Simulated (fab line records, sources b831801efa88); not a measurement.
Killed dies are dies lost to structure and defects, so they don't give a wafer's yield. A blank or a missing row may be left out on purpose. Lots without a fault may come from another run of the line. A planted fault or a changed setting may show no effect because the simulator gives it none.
Which tool did it? | flow gf180mcu | 13 lots, 36 wafers sampled, at 5 steps of a route of 602

WHAT THE GAUGES READ, wafer by wafer
GF_VT_IMPLANT_TW_MEAS_10.
lot  | measured     | on            | VT_IMPLANT_TW
L848 | day 5 16:58  | film_metro-03 | 568.8 565.8 568.9
L849 | day 5 19:44  | film_metro-02 | 569.9 568.5 567.5
L850 | day 6 04:43  | film_metro-02 | 566.9 569.5 567.7
L851 | day 6 10:05  | film_metro-03 | 568.9 570.1 566.1
L852 | day 6 13:50  | film_metro-02 | 571.6 570.6 573.7
L853 | day 6 21:01  | film_metro-02 | 569.9 570.9 573.3
L854 | day 7 07:27  | film_metro-03 | 572.3 569.7 569.9
L855 | day 7 20:08  | film_metro-02 | 570.0 568.4 568.5
L861 | day 9 01:29  | film_metro-03 | 577.0 577.8
L862 | day 9 06:10  | film_metro-03 | 581.8
L867 | day 10 14:37 | film_metro-02 | 565.5 571.7 565.9
L868 | day 10 23:34 | film_metro-02 | 566.0 569.6 566.7
L869 | day 11 01:13 | film_metro-03 | 570.1 569.1 574.2

WHICH TOOL RAN EACH LOT (tool, then ch and the chambers of the sampled wafers, then the start)
lot  | GF_STI_STRIP_15                     | GF_DNWELL_STRIP_08                  | GF_LVPWELL_STRIP_10                 | GF_VT_IMPLANT_IMPLANT_08
L848 | plasma_asher-01 ch 0,1, day 2 02:30 | plasma_asher-01 ch 0,1, day 2 20:00 | plasma_asher-01 ch 0,1, day 3 22:35 | implanter-02 ch 0, day 5 16:43
L849 | plasma_asher-01 ch 0,1, day 2 06:50 | plasma_asher-04 ch 0,1, day 2 23:16 | plasma_asher-01 ch 0, day 4 00:46   | implanter-01 ch 0, day 5 19:29
L850 | plasma_asher-03 ch 0,1, day 2 12:39 | plasma_asher-03 ch 0,1, day 3 06:22 | plasma_asher-04 ch 1, day 4 08:16   | implanter-03 ch 0, day 6 04:28
L851 | plasma_asher-01 ch 0,1, day 2 16:47 | plasma_asher-03 ch 0,1, day 3 10:56 | plasma_asher-02 ch 0,1, day 4 13:52 | implanter-01 ch 0, day 6 09:50
L852 | plasma_asher-02 ch 0,1, day 2 21:48 | plasma_asher-01 ch 0, day 3 15:14   | plasma_asher-04 ch 0,1, day 4 18:10 | implanter-02 ch 0, day 6 13:37
L853 | plasma_asher-03 ch 0,1, day 3 02:56 | plasma_asher-04 ch 0,1, day 3 21:09 | plasma_asher-04 ch 0,1, day 5 00:50 | implanter-01 ch 0, day 6 20:46
L854 | plasma_asher-01 ch 0,1, day 3 10:09 | plasma_asher-04 ch 0,1, day 4 05:12 | plasma_asher-02 ch 0,1, day 5 09:52 | implanter-02 ch 0, day 7 07:10
L855 | plasma_asher-03 ch 0,1, day 3 14:57 | plasma_asher-01 ch 0,1, day 4 14:35 | plasma_asher-04 ch 0,1, day 5 20:07 | implanter-01 ch 0, day 7 19:55
L861 | plasma_asher-01 ch 0,1, day 4 22:54 | plasma_asher-03 ch 0,1, day 5 16:57 | plasma_asher-04 ch 0,1, day 6 23:27 | implanter-01 ch 0, day 9 01:14
L862 | plasma_asher-03 ch 1, day 5 01:25   | plasma_asher-04 ch 1, day 5 21:33   | plasma_asher-02 ch 1, day 7 04:59   | implanter-01 ch 0, day 9 05:59
L867 | plasma_asher-02 ch 0,1, day 6 04:20 | plasma_asher-03 ch 0,1, day 7 00:38 | plasma_asher-04 ch 0,1, day 8 09:30 | implanter-02 ch 0, day 10 14:22
L868 | plasma_asher-02 ch 0,1, day 6 08:51 | plasma_asher-04 ch 0,1, day 7 04:43 | plasma_asher-04 ch 0,1, day 8 18:52 | implanter-02 ch 0, day 10 23:20
L869 | plasma_asher-03 ch 0,1, day 6 14:15 | plasma_asher-03 ch 0,1, day 7 10:14 | plasma_asher-01 ch 0,1, day 8 19:49 | implanter-03 ch 0, day 11 00:58
- GF_STI_STRIP_15: strips in O2/N2.
- GF_DNWELL_STRIP_08: strips in O2/N2.
- GF_LVPWELL_STRIP_10: strips in O2/N2.
- GF_VT_IMPLANT_IMPLANT_08

WHAT THE TOOLS THEMSELVES READ (means of the sampled wafers that have a number; where no wafer has one, the mark that the record gives instead)
GF_STI_STRIP_15.
lot  | tool            | drypump_motor_current_A (A) | heater_power_w (W) | oes_product_au (a.u.) | strip_time_to_endpoint_s (s)
L848 | plasma_asher-01 | 5.7                         | 359                | 0.382                 | 3.67
L849 | plasma_asher-01 | 6.1                         | 362                | 0.388                 | 3.81
L850 | plasma_asher-03 | 5.5                         | 318                | 0.383                 | 3.74
L851 | plasma_asher-01 | 5.7                         | 360                | 0.386                 | 3.73
L852 | plasma_asher-02 | 5.4                         | 341                | 0.386                 | 3.75
L853 | plasma_asher-03 | 5.5                         | 343                | 0.385                 | 3.81
L854 | plasma_asher-01 | 6.1                         | 368                | 0.388                 | 3.75
L855 | plasma_asher-03 | 5.5                         | 313                | 0.383                 | 3.70
L861 | plasma_asher-01 | 5.9                         | 358                | 0.388                 | 3.72
L862 | plasma_asher-03 | 5.5                         | 292                | 0.389                 | 3.80
L867 | plasma_asher-02 | 5.4                         | 331                | 0.382                 | 3.69
L868 | plasma_asher-02 | 5.4                         | 337                | 0.382                 | 3.73
L869 | plasma_asher-03 | 5.6                         | 340                | 0.387                 | 3.77

GF_DNWELL_STRIP_08.
lot  | tool            | drypump_motor_current_A (A) | heater_power_w (W) | oes_product_au (a.u.) | strip_time_to_endpoint_s (s)
L848 | plasma_asher-01 | 6.1                         | 370                | 0.744                 | 35.54
L849 | plasma_asher-04 | 5.5                         | 339                | 0.745                 | 35.42
L850 | plasma_asher-03 | 5.5                         | 346                | 0.741                 | 35.62
L851 | plasma_asher-03 | 5.6                         | 313                | 0.739                 | 35.41
L852 | plasma_asher-01 | 6.6                         | 377                | 0.743                 | 35.50
L853 | plasma_asher-04 | 6.0                         | 333                | 0.742                 | 35.62
L854 | plasma_asher-04 | 5.5                         | 347                | 0.741                 | 35.52
L855 | plasma_asher-01 | 6.1                         | 370                | 0.744                 | 35.45
L861 | plasma_asher-03 | 5.5                         | 336                | 0.740                 | 35.41
L862 | plasma_asher-04 | 6.6                         | 325                | 0.745                 | 35.55
L867 | plasma_asher-03 | 5.5                         | 346                | 0.745                 | 35.65
L868 | plasma_asher-04 | 6.0                         | 326                | 0.744                 | 35.64
L869 | plasma_asher-03 | 5.6                         | 342                | 0.740                 | 35.50

GF_LVPWELL_STRIP_10.
lot  | tool            | drypump_motor_current_A (A) | heater_power_w (W) | oes_product_au (a.u.) | strip_time_to_endpoint_s (s)
L848 | plasma_asher-01 | 6.1                         | 364                | 0.725                 | 37.11
L849 | plasma_asher-01 | 6.6                         | 373                | 0.724                 | 37.14
L850 | plasma_asher-04 | 6.6                         | 315                | 0.725                 | 37.12
L851 | plasma_asher-02 | 5.4                         | 344                | 0.725                 | 37.25
L852 | plasma_asher-04 | 6.1                         | 327                | 0.720                 | 37.11
L853 | plasma_asher-04 | 5.5                         | 337                | 0.724                 | 36.99
L854 | plasma_asher-02 | 5.3                         | 347                | 0.718                 | 37.14
L855 | plasma_asher-04 | 6.0                         | 326                | 0.718                 | 37.06
L861 | plasma_asher-04 | 5.8                         | 338                | 0.723                 | 37.43
L862 | plasma_asher-02 | 5.3                         | 327                | 0.726                 | 37.24
L867 | plasma_asher-04 | 5.5                         | 338                | 0.720                 | 37.20
L868 | plasma_asher-04 | 5.5                         | 336                | 0.722                 | 36.97
L869 | plasma_asher-01 | 6.1                         | 366                | 0.721                 | 37.04

GF_VT_IMPLANT_IMPLANT_08.
lot  | tool         | beam_on_s (s) | faraday_current_uA
L848 | implanter-02 | 9.92          | 47.2
L849 | implanter-01 | 10.04         | 46.6
L850 | implanter-03 | 9.61          | 48.6
L851 | implanter-01 | 10.03         | 46.6
L852 | implanter-02 | 9.98          | 47.0
L853 | implanter-01 | 10.18         | 46.0
L854 | implanter-02 | 9.94          | 47.1
L855 | implanter-01 | 9.97          | 46.9
L861 | implanter-01 | 10.95         | 42.8
L862 | implanter-01 | 10.98         | 42.6
L867 | implanter-02 | 10.00         | 46.7
L868 | implanter-02 | 9.87          | 47.4
L869 | implanter-03 | 10.04         | 46.7

THE ANSWER, worked out from the rows above alone
Rule: what is usual is taken from the lots themselves. Put in order of their means at a reading, lots are off if they are a third of the lots or fewer, leave a main group of 4 or more, and stand apart from it by a gap of 3 or more times the standard deviation of the main group's means; of several such gaps the widest counts. A main group whose means are all the same, to the digits that the tables above print for the reading, isn't used. A lot without any number at a reading at which 4 lots or more have one is off too. The other lots that the step has rows for count as sound. The gauges are gone through in route order, then the tools' own readings, and for those a lot's mean is taken as printed above. The first step at which some lot is off is used, and at that step the reading that is off furthest; a lot without a number counts as furthest.
Off: L861, L862, at GF_VT_IMPLANT_TW_MEAS_10 (VT_IMPLANT_TW). The main group: mean 569.3, standard deviation 1.6.
A tool fits if, at a process step before that reading, it ran every lot that is off, and no sound lot after the first of them. The gauges at GF_VT_IMPLANT_TW_MEAS_10 aren't tried: what is off there is off at GF_VT_IMPLANT_IMPLANT_08 too, on other tools, and a gauge's error can't cause that. One fits: implanter-01 at GF_VT_IMPLANT_IMPLANT_08. Its last sound lot is L855 (day 7 19:55), its first lot that is off L861 (day 9 01:14): a fault that began between those two fits.
The tool's own readings at GF_VT_IMPLANT_IMPLANT_08 bear it out: on the lots that are off they differ by more than 5 times the standard deviation of the sound lots' means. beam_on_s reads 10.96 s there against 9.96 s on the sound lots; faraday_current_uA reads 42.7 there against 47.0 on the sound lots.

WHAT THE SIMULATOR HAD PUT IN
Process parameter drift: implanter-01, from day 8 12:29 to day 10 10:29, at GF_VT_IMPLANT_IMPLANT_08. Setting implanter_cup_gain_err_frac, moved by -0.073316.
Lots struck among those shown: L861, L862. The rule above found the same.
